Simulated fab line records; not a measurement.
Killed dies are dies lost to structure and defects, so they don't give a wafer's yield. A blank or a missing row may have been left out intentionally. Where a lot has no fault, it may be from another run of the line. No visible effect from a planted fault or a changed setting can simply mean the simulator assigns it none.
Problem report in the 8D (eight disciplines) form, filled by code ; flow sky130 ; the parts of the form that need people (team, actions taken, sign-off) are left out

1. WHAT IS WRONG
Wafers free of any fault read 6.90 ohm/sq (standard deviation 0.052) for CAPM_TIN_RS at SKY_CAPM_RS_MEAS_03, against a mean of 6.54 ohm/sq on 4 wafers of 2 lots. That is -7.0 standard deviations from the usual mean.
The step: measures by four-point-probe.
First observed at day 38 17:22: wafer L845.3, on film_metro-04. Wafers with a number at this step in the record: 12, from 4 lots. Rule for "out" (also "out of limits"): further than 4 standard deviations from the usual mean. The rest of the wafers with a number are treated as sound.

2. WHAT IT IS; WHAT IT IS NOT
question;is;is not
which readings at this step;CAPM_TIN_RS;-
which lots;L845, L847;L858, L861
which wafers of those lots;L845.3, L845.6, L847.4, L847.5;L845.2, L847.6
read on which gauges;film_metro-03, film_metro-04;-
when;from day 38 17:22;"up to then (1 sound wafer); but 7 sound wafers of L847, L858, L861 came after"

3. SUSPECTS, AND WHAT RULES EACH OUT
Counting: any tool at a process step up to the reading remains a suspect provided it ran every lot that is out. Sound lots after the first of them don't rule it out here, since some wafers of a struck lot are sound.
- ruled out: the gauge at SKY_CAPM_RS_MEAS_03. Those wafers that are out were read across 2 gauges (film_metro-03, film_metro-04).
- pvd_sputter-02 at SKY_CAPM_SPUTTER_02 (material TiN, target thk 200 nm, time 166.7 s): kept. It ran every lot that is out, first L845 (day 38 17:14).
After counting, what remains is pvd_sputter-02 at SKY_CAPM_SPUTTER_02.

4. THE CAUSE (what the simulator had put in)
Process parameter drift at SKY_CAPM_SPUTTER_02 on pvd_sputter-02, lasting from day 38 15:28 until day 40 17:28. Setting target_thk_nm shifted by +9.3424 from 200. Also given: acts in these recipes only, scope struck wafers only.
The count eliminated every tool but this one.

5. THE CHAIN OF EFFECTS, in route order
Rows list readings where the struck wafers' mean (over those with a number) sits beyond 3 standard deviations from the usual. Only readings for which the record gives a usual standard deviation are gone through. hours: the time from each lot's start at the first step in this table that gives one to its start at this step, as a median over the lots. sigmas: the change in usual standard deviations.
hours;step;reading;usual;on struck wafers;change;sigmas
0;SKY_CAPM_RS_MEAS_03;CAPM_TIN_RS;6.90 ohm/sq;6.54;-0.37;-7.0
0;SKY_CAPM_THK_MEAS_04;CAPM_TIN_THK;203.5 nm;215.2;+11.7;+5.6
24;SKY_CAPM_METAL_ETCH_13;oes_product_au;0.943 a.u.;0.976;+0.033;+5.4
The process steps in it:
- SKY_CAPM_METAL_ETCH_13: etches TiN in Cl2/BCl3, stops on SiO2, target depth 220 nm, time 62.9 s.

6. HOW IT WOULD HAVE BEEN CAUGHT EARLIER
2 hours passed between the start of the fault at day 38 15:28 and the first reading out of limits at a measuring or inspecting step in this record, taken at day 38 17:22.
Of the tool readings at SKY_CAPM_SPUTTER_02 for which the record gives a usual standard deviation, none was out on any struck wafer, so an alarm limit of 4 standard deviations on them would not have fired.
L847, from the lots that are out (2), started SKY_CAPM_SPUTTER_02 on pvd_sputter-02 later than day 38 17:22. Putting the tool on hold at that point would have spared it.
